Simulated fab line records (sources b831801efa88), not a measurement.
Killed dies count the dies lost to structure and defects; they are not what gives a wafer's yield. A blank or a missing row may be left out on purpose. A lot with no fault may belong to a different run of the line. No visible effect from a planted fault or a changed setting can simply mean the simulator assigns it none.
Which of the tools did it? ; flow gf180mcu ; 36 wafers sampled from 12 lots at 1 step of a route of 602

== WHAT THE GAUGES READ, wafer by wafer ==
GF_V2_THK_MEAS_01. Usual: V2_CVD_00_THK typically reads 601 nm, with standard deviation 8.3.
lot;measured;on;V2_CVD_00_THK (nm);flag
L642;day 19 16:02;film_metro-02;584 618 586;
L643;day 20 07:35;film_metro-04;589 596 618;
L644;day 20 18:13;film_metro-03;595 617 620;
L645;day 21 00:39;film_metro-02;592 590 612;
L647;day 21 15:15;film_metro-03;600 608 609;
L648;day 21 23:27;film_metro-02;600 605 600;
L657;day 24 23:42;film_metro-02;592 607 611;
L659;day 25 18:01;film_metro-02;597 599 595;
L660;day 25 20:27;film_metro-02;600 601 600;
L662;day 26 15:45;film_metro-02;603 605 596;
L663;day 26 17:49;film_metro-04;591 602 595;
L664;day 27 01:27;film_metro-04;589 589 603;

== TOOL THAT RAN EACH LOT (tool first, then ch and the chambers of the sampled wafers, then the start) ==
The record shows no process step preceding these readings.

== AS READ BY THE TOOLS THEMSELVES (means over the sampled wafers that have a number; for cases with no such wafer, the mark the record gives instead) ==
The record holds no such reading with a usual standard deviation.

== THE ANSWER, worked out from the rows above alone ==
Rule: take the mean of a lot's wafers that have a number; if it is more than 3 standard deviations from the usual mean, the lot is off. A lot without any number at a reading at which 4 lots or more have one is off too. Any other lot the step has rows for is counted as sound. After the gauges, taken in route order, come the tools' own readings; for these a lot's mean is taken, as printed above. At the first step where some lot is off, the reading lying furthest off is the one used; lots without a number count as furthest.
Nothing can be told from this: no lot is off at any reading shown.

== WHAT HAD BEEN PUT IN BY THE SIMULATOR ==
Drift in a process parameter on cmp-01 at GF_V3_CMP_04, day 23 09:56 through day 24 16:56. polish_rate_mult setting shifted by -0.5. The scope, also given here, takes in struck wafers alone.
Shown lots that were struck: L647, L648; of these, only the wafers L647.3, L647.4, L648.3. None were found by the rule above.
